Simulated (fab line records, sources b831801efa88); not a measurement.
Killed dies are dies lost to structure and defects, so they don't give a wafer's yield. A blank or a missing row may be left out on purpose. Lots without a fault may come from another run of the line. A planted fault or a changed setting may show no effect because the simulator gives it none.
fab line records | flow sky130
record lots=6 wafers=18 last_day=50
route steps=708 shown VIA2@515 METAL3@532 CAPM@537 PAD_OPEN@708
lots that met no fault: from a run of the same line without faults
start_h: hours from the record's first day to the start of the lot's first wafer shown | wait_h: hours since the lot's step before | " the same as in the row above | L1.1+2: a row that stands for several wafers | - no value, or no start given | * or withheld: withheld | < > ~ a bound
route shown NAME@n: a module of which the file shows steps, and the number in the route of the first | usual: mean/standard deviation of fault-free wafers | same: alike in all rows | chamber/n: place in a boat | sites: the reading at each site | _std_site: their standard deviation | _edge_site: outer sites' mean less inner sites' | radius_mm: how far each site lies from the wafer's centre | mask NAME#n: copy n | behind: the tool/chamber that last shaped the wafer | hold: why the lot was held/for how many hours/how that ended | device: the transistor (n, p or np) that didn't switch | end of line: the same wafers' tests at the end of the route | a step without rows: its recipe alone | killed: dies lost to structure and defects at the first sort, not the wafer's yield | map: a wafer's dies, x killed, . not, _ none there
set.NAME: the setting as run; set.NAME@STEP: as run at that earlier step | model.NAME: the simulator's own value behind a step, which no gauge read
lots at some steps of the route; a table a step, a row a wafer
services: from which hour (start_h, from the record's first day; less than 0 if before it) a tool's chamber was out of use, for how many hours, and why
## steps
# step SKY_VIA2_SOFTBAKE_08
# recipe temp_c=100 time_s=90 resist=KrF-thick
# step SKY_VIA2_EXPOSE_09
# recipe mask_id=VIM2 na=0.8 source_shape=annular sigma_inner=0.55 sigma_outer=0.85 target_cd_nm=200 dose_mj=38
# step SKY_VIA2_PEB_10
# recipe peb_temp_c=withheld peb_time_s=withheld resist=KrF-thick
# step SKY_VIA2_DEVELOP_11
# recipe develop_time_s=60 resist=KrF-thick dev_temp_c=21
# step SKY_VIA2_CD_MEAS_12
# recipe target_cd_nm=200
# usual cd_nm=199.9/1.3
# columns lot.wafer tool chamber start_h wait_h cd_nm
L570.2 cd_sem-01 - 844.17 - 197.4
L570.3 " - " " 198.9
L570.4 " - " " 198.6
L571.1 cd_sem-01 - 851.28 - 199.2
L571.3 " - " " 197.0
L571.5 " - " " 199.2
L578.1 cd_sem-02 - 906.30 - 200.9
L578.3 " - " " 200.7
L578.6 " - " " 202.0
L579.3 cd_sem-02 - 910.34 - 199.7
L579.4 " - " " 199.5
L579.5 " - " " 200.7
L589.1 cd_sem-01 - 997.20 - 199.2
L589.2 " - " " 199.5
L589.4 " - " " 198.9
L591.4 cd_sem-01 - 999.03 - 197.3
L591.5 " - " " 196.2
L591.6 " - " " 197.8
# step SKY_VIA2_OVL_MEAS_13
# usual VIA2_OVL=2/6.3
# columns lot.wafer tool chamber start_h wait_h VIA2_OVL[nm]
L570.2 overlay-01 - 844.27 0.1 1
L570.3 " - " " 6
L570.4 " - " " 0
L571.1 overlay-02 - 851.40 0.1 -4
L571.3 " - " " -7
L571.5 " - " " -2
L578.1 overlay-02 - 906.42 0.1 1
L578.3 " - " " 3
L578.6 " - " " 3
L579.3 overlay-02 - 910.43 0.1 9
L579.4 " - " " 6
L579.5 " - " " 8
L589.1 overlay-01 - 997.32 0.1 8
L589.2 " - " " 10
L589.4 " - " " 6
L591.4 overlay-01 - 999.11 0.1 -4
L591.5 " - " " 5
L591.6 " - " " 0
# step SKY_VIA2_ETCH_14
# recipe chemistry=N2/H2 target=BARC ion_energy_ev=200 source_w=500 bias_w=100 pressure_mtorr=30 n2_flow_sccm=100 h2_flow_sccm=200 stop_on=SiO2 time_s=45.9 target_depth_a=600
# step SKY_VIA2_ETCH_15
# recipe target=SiO2 chemistry=C4F8/O2/Ar target_depth_nm=546 stop_on=TiN mask_material=KrF-thick source_w=1500 bias_w=1200 pressure_mtorr=40 c4f8_flow_sccm=withheld O2_flow_sccm=6 Ar_flow_sccm=300 time_s=84
# step SKY_VIA2_STRIP_16
# recipe chemistry=O2/N2 power_w=1400 pressure_mtorr=1500 platen_temp_c=withheld o2_flow_sccm=3000 n2_flow_sccm=300 overash_fraction=0.5
# usual chamber_pressure_mTorr=1500.0/1.4 drypump_motor_current_A=5.7/0.3 oes_product_au=0.398/0.0038 strip_time_to_endpoint_s=4.040/0.03
# columns lot.wafer tool chamber start_h wait_h chamber_pressure_mTorr drypump_motor_current_A oes_product_au rf_hours_counter_h strip_time_to_endpoint_s
L570.2 plasma_asher-03 1 844.41 0.0 1500.7 5.9 0.394 39 4.048
L570.3 " 0 " " 1498.9 5.2 0.399 - 4.029
L570.4 " 1 " " 1498.3 5.9 0.400 - 4.024
L571.1 plasma_asher-01 1 851.54 0.0 1498.3 5.4 0.397 11 4.020
L571.3 " 1 " " 1501.0 5.4 0.395 - 4.087
L571.5 " 0 " " 1498.7 5.6 0.402 - 4.042
L578.1 plasma_asher-04 1 906.56 0.0 1502.5 5.7 0.404 77 4.061
L578.3 " 1 " " 1500.5 5.7 0.397 - 4.068
L578.6 " 0 " " 1496.2 6.1 0.396 - 4.015
L579.3 plasma_asher-01 1 910.59 0.1 1501.8 5.4 0.394 - 4.090
L579.4 " 0 " " 1499.5 5.5 0.399 - 4.071
L579.5 " 0 " " 1499.7 5.6 0.396 - 4.034
L589.1 plasma_asher-04 0 997.46 0.0 1499.2 6.1 0.403 85 4.014
L589.2 " 1 " " 1500.9 5.7 0.400 85 3.992
L589.4 " 1 " " 1500.2 5.7 0.397 - 4.003
L591.4 plasma_asher-04 1 999.26 0.1 1501.6 5.7 0.395 - 4.069
L591.5 " 0 " " 1500.8 6.1 0.393 - 3.991
L591.6 " 1 " " 1499.9 5.7 0.403 - 4.037
# step SKY_VIA2_STRIP_17
# recipe chemistry=post_etch_residue_remover time_s=1200 temp_c=72.5
# step SKY_VIA2_CLEAN_18
# recipe chemistry=IPA time_s=180 temp_c=25
# step SKY_VIA2_CLEAN_19
# recipe chemistry=O3/DIW dry=n2_spin
# step SKY_VIA2_SPUTTER_20
# recipe material=TiN target_thk_nm=20 chamber_pressure_pa=5 power_w=4000 time_s=80
# usual throttle_valve_pct=30.4/0.85
# columns lot.wafer tool chamber start_h wait_h throttle_valve_pct
L570.2 pvd_sputter-04 - 845.01 0.0 31.2
L570.3 " - " " 32.1
L570.4 " - " " 30.7
L571.1 pvd_sputter-02 - 852.17 0.0 29.8
L571.3 " - " " 29.4
L571.5 " - " " 29.5
L578.1 pvd_sputter-03 - 907.16 0.0 31.0
L578.3 " - " " 30.3
L578.6 " - " " 30.4
L579.3 pvd_sputter-04 - 911.16 0.0 32.1
L579.4 " - " " 30.5
L579.5 " - " " 30.5
L589.1 pvd_sputter-02 - 998.05 0.0 31.5
L589.2 " - " " 30.1
L589.4 " - " " 29.7
L591.4 pvd_sputter-02 - 999.94 0.0 30.1
L591.5 " - " " 29.3
L591.6 " - " " 31.6
# step SKY_VIA2_CVD_21
# recipe material=W target_thk_nm=420 time_s=126.4 temp_c=400 pressure_torr=40
# usual heater_power_outer_w=499/64 heater_power_w=787/100
# columns lot.wafer tool chamber start_h wait_h heater_power_outer_w heater_power_w
L570.2 cvd_w-01 0 845.11 0.1 440 691
L570.3 " 0 " " 445 686
L570.4 " 0 " " 437 696
L571.1 cvd_w-01 0 852.23 0.0 437 685
L571.3 " 0 " " 444 700
L571.5 " 0 " " 444 702
L578.1 cvd_w-01 1 907.22 0.0 458 710
L578.3 " 0 " " 441 713
L578.6 " 1 " " 463 718
L579.3 cvd_w-01 0 911.26 0.1 447 686
L579.4 " 1 " " 466 714
L579.5 " 1 " " 453 723
L589.1 cvd_w-02 1 998.11 0.0 557 914
L589.2 " 0 " " 572 906
L589.4 " 0 " " 578 892
L591.4 cvd_w-02 1 1000.04 0.1 571 937
L591.5 " 1 " " 560 945
L591.6 " 0 " " 578 887
# step SKY_VIA2_RS_MEAS_22
# recipe thk_meas_gauge=four-point-probe reads=W_of_VIA2_CVD_21+TiN_of_VIA2_SPUTTER_20
# usual VIA2_W_RS=0.270/0.0031
# columns lot.wafer tool chamber start_h wait_h VIA2_W_RS[ohm/sq]
L570.2 film_metro-04 - 845.35 0.2 0.273
L570.3 " - " " 0.270
L570.4 " - " " 0.270
L571.1 film_metro-04 - 852.49 0.2 0.274
L571.3 " - " " 0.271
L571.5 " - " " 0.272
L578.1 film_metro-01 - 907.35 0.1 0.272
L578.3 " - " " 0.268
L578.6 " - " " 0.271
L579.3 film_metro-01 - 911.39 0.1 0.274
L579.4 " - " " 0.272
L579.5 " - " " 0.271
L589.1 film_metro-01 - 998.24 0.1 0.268
L589.2 " - " " 0.269
L589.4 " - " " 0.269
L591.4 film_metro-01 - 1000.19 0.1 0.262
L591.5 " - " " 0.265
L591.6 " - " " 0.263
# step SKY_VIA2_THK_MEAS_23
# recipe thk_meas_gauge=xrf reads=W_of_VIA2_CVD_21
# usual VIA2_W_THK=438/7.2
# columns lot.wafer tool chamber start_h wait_h VIA2_W_THK[nm]
L570.2 film_metro-04 - 845.46 0.1 436
L570.3 " - " " 437
L570.4 " - " " 437
L571.1 film_metro-04 - 852.61 0.1 429
L571.3 " - " " 435
L571.5 " - " " 436
L578.1 film_metro-01 - 907.47 0.1 434
L578.3 " - " " 443
L578.6 " - " " 434
L579.3 film_metro-01 - 911.49 0.1 433
L579.4 " - " " 436
L579.5 " - " " 440
L589.1 film_metro-01 - 998.36 0.1 449
L589.2 " - " " 446
L589.4 " - " " 447
L591.4 film_metro-01 - 1000.28 0.1 459
L591.5 " - " " 452
L591.6 " - " " 454
# step SKY_VIA2_CMP_24
# recipe stop_on=SiO2 t_overpolish_s=20 down_force_psi=3.5 platen_rpm=60 target_thk_nm=0 pad_velocity_m_s=0.94248
# step SKY_METAL3_SPUTTER_00
# recipe material=Ti target_thk_nm=15 power_w=3000 time_s=10 chamber_pressure_pa=0.4
# usual throttle_valve_pct=30.6/0.7
# columns lot.wafer tool chamber start_h wait_h throttle_valve_pct
L570.2 pvd_sputter-01 - 845.81 0.1 29.5
L570.3 " - " " 30.1
L570.4 " - " " 30.1
L571.1 pvd_sputter-01 - 852.97 0.2 30.1
L571.3 " - " " 30.3
L571.5 " - " " 31.7
L578.1 pvd_sputter-04 - 907.91 0.2 30.6
L578.3 " - " " 29.1
L578.6 " - " " 29.0
L579.3 pvd_sputter-03 - 911.83 0.2 30.3
L579.4 " - " " 30.6
L579.5 " - " " 30.4
L589.1 pvd_sputter-04 - 998.72 0.2 31.2
L589.2 " - " " 30.0
L589.4 " - " " 29.2
L591.4 pvd_sputter-04 - 1000.61 0.1 32.1
L591.5 " - " " 32.1
L591.6 " - " " 29.4
# step SKY_METAL3_SPUTTER_01
# recipe material=TiN target_thk_nm=20 power_w=6500 time_s=16.7 chamber_pressure_pa=0.4
# step SKY_METAL3_SPUTTER_02
# recipe material=AlCu target_thk_nm=735 power_w=10600 time_s=39.1 chamber_pressure_pa=0.4
# usual throttle_valve_pct=30.6/0.69
# columns lot.wafer tool chamber start_h wait_h throttle_valve_pct
L570.2 pvd_sputter-01 - 845.86 0.0 29.7
L570.3 " - " " 30.2
L570.4 " - " " 30.3
L571.1 pvd_sputter-01 - 853.02 0.0 30.3
L571.3 " - " " 30.3
L571.5 " - " " 31.9
L578.1 pvd_sputter-04 - 907.96 0.0 30.7
L578.3 " - " " 29.2
L578.6 " - " " 29.3
L579.3 pvd_sputter-03 - 911.88 0.0 30.7
L579.4 " - " " 30.2
L579.5 " - " " 30.8
L589.1 pvd_sputter-04 - 998.77 0.0 30.9
L589.2 " - " " 30.5
L589.4 " - " " 29.3
L591.4 pvd_sputter-04 - 1000.66 0.0 31.9
L591.5 " - " " 32.1
L591.6 " - " " 29.6
# step SKY_METAL3_SPUTTER_03
# recipe material=Ti target_thk_nm=5 power_w=3000 time_s=3.3 chamber_pressure_pa=0.4
# step SKY_METAL3_SPUTTER_04
# recipe material=TiN target_thk_nm=70 power_w=6500 time_s=58.3 chamber_pressure_pa=0.4
# step SKY_CAPM_CVD_00
# recipe material=SiO2 target_thk_nm=15.5 temp_c=400 time_s=withheld rf_w=450
# step SKY_CAPM_THK_MEAS_01
# recipe reads=SiO2_of_CAPM_CVD_00
# usual CAPM_CVD_00_THK=15.51/0.28
# columns lot.wafer tool chamber start_h wait_h CAPM_CVD_00_THK[nm]
L570.2 film_metro-02 - 846.00 - 15.23
L570.3 " - " " 15.30
L570.4 " - " " 15.51
L571.1 film_metro-04 - 853.14 - 14.96
L571.3 " - " " 15.43
L571.5 " - " " 15.33
L578.1 film_metro-04 - 908.09 - 15.31
L578.3 " - " " 15.92
L578.6 " - " " 15.69
L579.3 film_metro-01 - 912.03 - 15.09
L579.4 " - " " 15.52
L579.5 " - " " 15.19
L589.1 film_metro-01 - 998.90 - 15.63
L589.2 " - " " 15.75
L589.4 " - " " 15.70
L591.4 film_metro-01 - 1000.81 - 15.74
L591.5 " - " " 15.56
L591.6 " - " " 15.97
# step SKY_CAPM_SPUTTER_02
# recipe material=TiN target_thk_nm=200 temp_c=300 power_w=6500 time_s=166.7 chamber_pressure_pa=0.4
# usual substrate_temp_c=300.00/0.21 throttle_valve_pct=30.4/0.69
# columns lot.wafer tool chamber start_h wait_h substrate_temp_c throttle_valve_pct
L570.2 pvd_sputter-02 - 846.05 0.0 299.87 31.4
L570.3 " - " " 300.09 30.0
L570.4 " - " " 300.17 29.6
L571.1 pvd_sputter-02 - 853.20 0.1 299.76 29.6
L571.3 " - " " 299.86 31.1
L571.5 " - " " 299.76 29.4
L578.1 pvd_sputter-02 - 908.15 0.1 299.81 30.1
L578.3 " - " " 299.82 29.9
L578.6 " - " " 299.81 29.9
L579.3 pvd_sputter-02 - 912.07 0.0 300.03 29.9
L579.4 " - " " 300.27 29.8
L579.5 " - " " 300.12 29.9
L589.1 pvd_sputter-01 - 998.96 0.1 300.04 31.7
L589.2 " - " " 300.30 29.9
L589.4 " - " " 299.62 30.1
L591.4 pvd_sputter-02 - 1000.84 0.0 300.33 31.5
L591.5 " - " " 300.02 29.8
L591.6 " - " " 300.10 31.5
# step SKY_CAPM_RS_MEAS_03
# recipe thk_meas_gauge=four-point-probe reads=TiN_of_CAPM_SPUTTER_02
# usual CAPM_TIN_RS=6.90/0.083
# columns lot.wafer tool chamber start_h wait_h CAPM_TIN_RS[ohm/sq]
L570.2 film_metro-04 - 846.17 0.1 6.86
L570.3 " - " " 6.90
L570.4 " - " " 6.93
L571.1 film_metro-01 - 853.31 0.1 6.98
L571.3 " - " " 6.81
L571.5 " - " " 6.96
L578.1 film_metro-01 - 908.26 0.1 7.01
L578.3 " - " " 6.91
L578.6 " - " " 6.94
L579.3 film_metro-04 - 912.21 0.1 6.91
L579.4 " - " " 6.98
L579.5 " - " " 6.90
L589.1 film_metro-02 - 999.07 0.1 6.99
L589.2 " - " " 6.84
L589.4 " - " " 6.73
L591.4 film_metro-01 - 1001.01 0.1 6.95
L591.5 " - " " 7.00
L591.6 " - " " 6.88
# step SKY_CAPM_THK_MEAS_04
# recipe thk_meas_gauge=xrf reads=TiN_of_CAPM_SPUTTER_02
# usual CAPM_TIN_THK=197.3/2.4
# columns lot.wafer tool chamber start_h wait_h CAPM_TIN_THK[nm]
L570.2 film_metro-04 - 846.28 0.1 197.6
L570.3 " - " " 196.3
L570.4 " - " " 194.2
L571.1 film_metro-01 - 853.43 0.1 195.8
L571.3 " - " " 198.9
L571.5 " - " " 195.7
L578.1 film_metro-01 - 908.38 0.1 194.3
L578.3 " - " " 197.0
L578.6 " - " " 196.7
L579.3 film_metro-04 - 912.31 0.1 196.3
L579.4 " - " " 196.5
L579.5 " - " " 198.1
L589.1 film_metro-02 - 999.19 0.1 194.2
L589.2 " - " " 198.9
L589.4 " - " " 202.1
L591.4 film_metro-01 - 1001.10 0.1 196.7
L591.5 " - " " 195.0
L591.6 " - " " 198.8
# step SKY_CAPM_DEHYDRATE_05
# recipe temp_c=200 time_s=60
# step SKY_CAPM_HMDS_06
# recipe prime_time_s=60 prime_temp_c=120
# step SKY_CAPM_COAT_07
# recipe resist=NOVOLAK spin_rpm=3000 resist_thk_nm=1140
# step SKY_CAPM_SOFTBAKE_08
# recipe temp_c=90 time_s=60 resist=NOVOLAK
# step SKY_CAPM_EXPOSE_09
# recipe mask_id=CAPM na=0.6 source_shape=conventional sigma_outer=0.6 polarization=unpolarized target_cd_nm=1000 dose_mj=159
# step SKY_CAPM_PEB_10
# recipe temp_c=withheld time_s=* resist=NOVOLAK
# step SKY_CAPM_DEVELOP_11
# recipe resist=NOVOLAK developer=TMAH develop_time_s=60 dev_temp_c=23
# step SKY_CAPM_OVL_MEAS_12
# usual CAPM_OVL=-0.3/1.3
# columns lot.wafer tool chamber start_h wait_h CAPM_OVL[nm]
L570.2 overlay-02 - 872.15 0.1 -0.2
L570.3 " - " " -1.1
L570.4 " - " " 0.3
L571.1 overlay-01 - 879.73 0.1 -0.2
L571.3 " - " " 0.9
L571.5 " - " " 0.9
L578.1 overlay-01 - 932.73 0.1 -0.1
L578.3 " - " " -2.2
L578.6 " - " " -1.8
L579.3 overlay-01 - 936.84 0.1 -1.0
L579.4 " - " " -1.2
L579.5 " - " " 0.7
L589.1 overlay-01 - 1021.88 0.1 0.7
L589.2 " - " " 2.0
L589.4 " - " " 0.6
L591.4 overlay-02 - 1023.80 0.1 0.0
L591.5 " - " " 0.8
L591.6 " - " " 0.7
# step SKY_CAPM_METAL_ETCH_13
# recipe target_depth_nm=220 stop_on=SiO2 chemistry=Cl2/BCl3 target=TiN pressure_mtorr=10 icp_w=900 bias_w=48.5 Cl2_flow_sccm=60 bcl3_flow_sccm=30 time_s=62.9
# step SKY_CAPM_STRIP_14
# recipe chemistry=O2/N2 power_w=1400 pressure_mtorr=1500 platen_temp_c=withheld o2_flow_sccm=3000 n2_flow_sccm=300 overash_fraction=0.5
# step SKY_CAPM_STRIP_15
# recipe chemistry=post_etch_residue_remover time_s=1200 temp_c=72.5
# step SKY_CAPM_CLEAN_16
# recipe chemistry=IPA time_s=180 temp_c=25
# step SKY_CAPM_CLEAN_17
# recipe chemistry=O3/DIW dry=n2_spin
# step SKY_METAL3_DEHYDRATE_05
# recipe temp_c=200 time_s=60
# step SKY_METAL3_HMDS_06
# recipe prime_time_s=60 prime_temp_c=120
# step SKY_PAD_OPEN_PROBE_99
# usual defect_limited_yield=82.3/1.9 killed_at_M0_to_M3=45/6.6 killed_at_M4_up=3.1/1.6 killed_at_contacts=24/5 killed_at_front_end=14/4.4 killed_at_other=0.3/0.58 killed_dies=87/9.2 killed_open=47/6.7 killed_short=40/6.4 sort_bin_3_pad_short=0.9/0.5 sort_bin_5_function=10.4/1.6 sort_bin_6_memory=6.4/1.1 sort_n_pass=405/9.1 sort_yield_pct=82.3/1.9
# same gross_dies=492 killed_at_back_side=0 sort_bin_4_leakage[%]=0 sort_bin_8_speed[%]=0
# columns lot.wafer tool chamber start_h wait_h defect_limited_yield[%] killed_at_M0_to_M3 killed_at_M4_up killed_at_contacts killed_at_front_end killed_at_other killed_dies killed_open killed_short sort_bin_3_pad_short[%] sort_bin_5_function[%] sort_bin_6_memory[%] sort_n_pass sort_yield_pct[%] model.etest.tester.sort_n_pass model.etest.tester.sort_yield_pct model.etest.tester.sort_bin_5_pct model.etest.tester.sort_bin_3_pct
L570.2 prober-01 - 1074.20 0.1 80.1 50 2 30 15 1 98 50 48 2.2 7.9 9.8 394 80.1 394 80.08 7.927 2.236
L570.3 prober-01 - 1074.25 0.2 81.1 54 2 28 9 0 93 54 39 0 12.2 6.7 399 81.1 399 81.1 12.2 0
L570.4 prober-01 - 1074.30 0.2 82.5 38 5 31 12 0 86 44 42 0.6 10.4 6.5 406 82.5 406 82.52 10.37 0.6098
L571.1 prober-02 - 1078.55 0.1 82.5 47 5 22 12 0 86 44 42 1.4 10.2 5.9 406 82.5 406 82.52 10.16 1.423
L571.3 prober-02 - 1078.65 0.2 82.3 50 1 21 15 0 87 43 44 0.8 9.6 7.3 405 82.3 405 82.32 9.553 0.813
L571.5 prober-02 - 1078.75 0.2 81.9 46 5 21 17 0 89 46 43 1.2 8.5 8.3 403 81.9 403 81.91 8.537 1.22
L578.1 prober-01 - 1121.63 0.1 84.6 30 3 28 15 0 76 46 30 0.2 9.8 5.5 416 84.6 416 84.55 9.756 0.2033
L578.3 prober-01 - 1121.73 0.2 81.1 53 6 19 14 1 93 48 45 1.0 11.2 6.7 399 81.1 399 81.1 11.18 1.016
L578.6 prober-01 - 1121.88 0.2 82.9 39 1 24 20 0 84 52 32 0.4 11.2 5.5 408 82.9 408 82.93 11.18 0.4065
L579.3 prober-02 - 1126.25 0.2 83.5 43 3 16 19 0 81 46 35 1.2 9.6 5.7 411 83.5 411 83.54 9.553 1.22
L579.4 prober-02 - 1126.30 0.2 83.7 51 3 15 11 0 80 42 38 1.2 8.1 6.9 412 83.7 412 83.74 8.13 1.22
L579.5 prober-02 - 1126.35 0.2 80.9 43 3 23 25 0 94 50 44 0.8 12.4 5.9 398 80.9 398 80.89 12.4 0.813
L589.1 prober-01 - 1187.64 0.1 70.7 99 1 28 16 0 144 53 38 4.3 17.1 7.9 348 70.7 348 70.73 17.07 4.268
L589.2 prober-01 - 1187.69 0.1 84.1 36 5 20 17 0 78 49 29 0.2 10.0 5.7 414 84.1 414 84.15 9.959 0.2033
L589.4 prober-01 - 1187.79 0.2 80.1 50 4 30 14 0 98 60 38 1.2 12.6 6.1 394 80.1 394 80.08 12.6 1.22
L591.4 prober-02 - 1190.56 0.2 83.5 45 4 23 9 0 81 47 34 0.4 9.1 6.9 411 83.5 411 83.54 9.146 0.4065
L591.5 prober-02 - 1190.61 0.2 84.3 42 1 26 8 0 77 44 33 0.8 10.6 4.3 415 84.3 415 84.35 10.57 0.813
L591.6 prober-02 - 1190.66 0.2 73.0 87 1 32 13 0 133 42 34 3.3 17.5 6.3 359 73.0 359 72.97 17.48 3.252
# killed by level:class
L570.2 CONTACT:geometric_particle:open=13 LI_CONTACT:geometric_particle:open=12 VIA1:geometric_particle:open=9 VIA1:geometric_particle:short=9 METAL1:geometric_particle:short=8 VIA2:geometric_particle:open=7 POLY_GATE:geometric_particle:short=6 METAL2:geometric_particle:short=5
L570.3 CONTACT:geometric_particle:open=14 VIA3:geometric_particle:open=11 VIA1:geometric_particle:open=10 VIA2:geometric_particle:open=9 METAL2:geometric_particle:short=6 LOCAL_INTERCONNECT:geometric_particle:short=6 CONTACT:geometric_particle:short=6 VIA2:geometric_particle:short=5
L570.4 CONTACT:geometric_particle:open=14 VIA1:geometric_particle:open=7 VIA1:geometric_particle:short=6 VIA3:geometric_particle:open=6 LI_CONTACT:geometric_particle:short=5 LI_CONTACT:geometric_particle:open=5 CONTACT:geometric_particle:short=5 VIA2:geometric_particle:open=5
L571.1 VIA1:geometric_particle:short=9 VIA1:geometric_particle:open=8 CONTACT:geometric_particle:open=8 METAL1:geometric_particle:short=7 METAL2:geometric_particle:short=7 LI_CONTACT:geometric_particle:open=6 VIA2:geometric_particle:open=6 POLY_GATE:geometric_particle:open=5
L571.3 VIA1:geometric_particle:open=10 METAL1:geometric_particle:short=8 CONTACT:geometric_particle:open=7 VIA2:geometric_particle:open=6 FIELD_ISO:geometric_particle:open=5 VIA1:geometric_particle:short=5 METAL2:geometric_particle:short=5 VIA3:geometric_particle:open=5
L571.5 VIA1:geometric_particle:open=11 VIA2:geometric_particle:open=7 VIA3:geometric_particle:open=7 CONTACT:geometric_particle:short=6 VIA1:geometric_particle:short=6 LI_CONTACT:geometric_particle:open=5 METAL1:geometric_particle:short=5 METAL4:geometric_particle:short=5
L578.1 VIA1:geometric_particle:open=10 LI_CONTACT:geometric_particle:open=9 CONTACT:geometric_particle:open=9 FIELD_ISO:geometric_particle:open=8 METAL2:geometric_particle:short=6 METAL1:geometric_particle:short=5 CONTACT:geometric_particle:short=5 POLY_GATE:geometric_particle:short=4
L578.3 VIA3:geometric_particle:open=12 CONTACT:geometric_particle:open=8 VIA2:geometric_particle:open=7 VIA1:geometric_particle:open=7 CONTACT:geometric_particle:short=6 METAL1:geometric_particle:open=6 FIELD_ISO:geometric_particle:short=5 VIA2:geometric_particle:short=5
L578.6 CONTACT:geometric_particle:open=11 VIA1:geometric_particle:open=10 POLY_GATE:geometric_particle:open=7 POLY_GATE:geometric_particle:short=5 LI_CONTACT:geometric_particle:open=5 FIELD_ISO:geometric_particle:short=4 METAL1:geometric_particle:open=4 LI_CONTACT:geometric_particle:short=4
L579.3 METAL2:geometric_particle:short=10 METAL1:geometric_particle:short=9 VIA1:geometric_particle:open=9 CONTACT:geometric_particle:open=7 VIA2:geometric_particle:open=7 POLY_GATE:geometric_particle:short=5 LI_CONTACT:geometric_particle:open=5 VIA3:geometric_particle:open=5
L579.4 VIA1:geometric_particle:open=16 METAL1:geometric_particle:short=9 CONTACT:geometric_particle:open=7 VIA2:geometric_particle:open=6 FIELD_ISO:geometric_particle:short=5 VIA1:geometric_particle:short=5 METAL2:geometric_particle:short=5 VIA2:geometric_particle:short=3
L579.5 CONTACT:geometric_particle:open=13 POLY_GATE:geometric_particle:short=9 VIA2:geometric_particle:open=9 VIA1:geometric_particle:open=7 METAL2:geometric_particle:short=7 POLY_GATE:geometric_particle:open=6 METAL1:geometric_particle:short=6 VIA3:geometric_particle:open=6
L589.1 VIA2:unspecified=53 VIA1:geometric_particle:open=15 LI_CONTACT:geometric_particle:open=13 VIA2:geometric_particle:open=9 FIELD_ISO:geometric_particle:short=6 CONTACT:geometric_particle:open=6 VIA1:geometric_particle:short=6 METAL1:geometric_particle:short=5
L589.2 VIA1:geometric_particle:open=15 LI_CONTACT:geometric_particle:open=8 CONTACT:geometric_particle:open=6 METAL1:geometric_particle:short=5 VIA2:geometric_particle:open=5 FIELD_ISO:geometric_particle:short=4 FIELD_ISO:geometric_particle:open=4 POLY_GATE:geometric_particle:short=4
L589.4 VIA2:geometric_particle:open=14 LI_CONTACT:geometric_particle:open=10 CONTACT:geometric_particle:open=10 VIA1:geometric_particle:open=8 METAL1:geometric_particle:short=6 VIA3:geometric_particle:open=6 METAL3:geometric_particle:short=5 FIELD_ISO:geometric_particle:open=4
L591.4 VIA1:geometric_particle:open=11 VIA2:geometric_particle:open=8 CONTACT:geometric_particle:open=7 LI_CONTACT:geometric_particle:short=6 METAL2:geometric_particle:open=5 LI_CONTACT:geometric_particle:open=4 LOCAL_INTERCONNECT:geometric_particle:short=4 METAL2:geometric_particle:short=4
L591.5 VIA1:geometric_particle:open=13 METAL2:geometric_particle:short=9 CONTACT:geometric_particle:open=9 LI_CONTACT:geometric_particle:open=7 VIA2:geometric_particle:open=6 CONTACT:geometric_particle:short=5 LOCAL_INTERCONNECT:geometric_particle:short=4 METAL3:geometric_particle:short=4
L591.6 VIA2:unspecified=57 CONTACT:geometric_particle:open=13 VIA3:geometric_particle:open=6 LOCAL_INTERCONNECT:geometric_particle:short=5 VIA1:geometric_particle:open=5 CONTACT:geometric_particle:short=5 VIA2:geometric_particle:open=5 FIELD_ISO:geometric_particle:short=4
# map L589.1 (x killed, . not)
__________x........._________
________xx.x.....x...._______
______.......x.x.x...x.._____
_____..x.x..x..........x.____
____..x....x..xxxxx.x..x.x___
___..x.x.xxxxxxx.x........x__
__......x.xxxxxxxx.........._
_x......xxxxxxxxxx.........x.
_.x..x....xxxxxxxxx...xx.x...
_x.......xxxxxxxxxx.x.....xx.
_........xxxxxxxx.x.......x..
_...x......xxxx.x.x..x....x..
_x.........x.xx.....x....x..x
_........x......x.....xx...x.
_....x.......x.x..x....x...x.
__...................x....x._
___x.x......x.........xx...__
____.....x....x.x.........___
_____xx..x.x.......xx....____
______...x..x...x......._____
________.........x...._______
__________....xxx..x_________
# map L591.6 (x killed, . not)
__________xx........_________
________....x..x......_______
______x.x.x..x.....x...._____
_____....x...x.x......xx.____
____.....xx.xxx.......x..x___
___.......xxxxxxxxx..x.....__
__...x.x.xxxxxxxxx..x.....x._
_........xxxxxxxxxx...xx.....
_......x..xxxxxxx.x....x..xx.
_.....x.xxxxxxxxxx..........x
_xxx......xxxxxxx....x.......
_.........xx.xx.xx....x..x...
_......x...........x.x.......
_..............x.............
_...xx....x........x......xx.
__.x......x....x......x....._
___......x.x....x..........__
____......x....x...x......___
_____.x..xx.....x........____
______x...xx..x...xx.x.._____
________x....x.......x_______
__________.........._________
## services
# columns tool chamber start_h hours kind
pvd_sputter-03 - 826.66 2.2 repair
cvd_w-02 0 835.48 8.7 repair
pvd_sputter-02 - 839.16 3.3 repair
cvd_w-01 1 841.55 14.7 repair
plasma_asher-01 - 842.92 1.7 repair
pvd_sputter-04 0 846.48 - consumable_replace:kit
pvd_sputter-04 0 846.48 18.0 scheduled_down
pvd_sputter-04 0 846.48 18.0 vent_cycle
pvd_sputter-04 - 847.75 4.6 repair
cvd_w-01 0 855.78 2.4 repair
pvd_sputter-02 - 860.13 3.2 repair
pvd_sputter-01 2 869.10 - consumable_replace:kit
plasma_asher-01 - 873.68 4.5 repair
pvd_sputter-02 0 882.71 - consumable_replace:kit
pvd_sputter-02 0 882.71 18.0 scheduled_down
pvd_sputter-02 0 882.71 18.0 vent_cycle
cvd_w-02 - 904.00 14.0 pm
cvd_w-02 - 918.00 6.9 pm
pvd_sputter-02 - 927.37 2.5 repair
pvd_sputter-01 - 957.34 0.5 repair
pvd_sputter-04 3 977.00 - consumable_replace:kit
pvd_sputter-04 3 977.00 18.0 scheduled_down
pvd_sputter-04 3 977.00 18.0 vent_cycle
pvd_sputter-03 - 988.11 1.3 repair
## key
first_sign step=SKY_PAD_OPEN_PROBE_99 reading=killed_at_M0_to_M3 direction=up sigmas=7.3 usual=45 struck=93
effect step=SKY_PAD_OPEN_PROBE_99 reading=sort_bin_3_pad_short direction=up sigmas=5.7 usual=0.9 struck=3.8
model_effect step=SKY_PAD_OPEN_PROBE_99 value=etest.tester.sort_n_pass without=401.5 struck=353.5
met_at SKY_VIA2_SPUTTER_20
struck_wafers L589.1,L591.6
fault kind=chamber_particle_source tool=pvd_sputter-02 chamber=- onset_h=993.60 steps=SKY_VIA2_SPUTTER_20 rate_per_visit_cm2=1.0986 end_h=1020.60 scope=struck_wafers_only
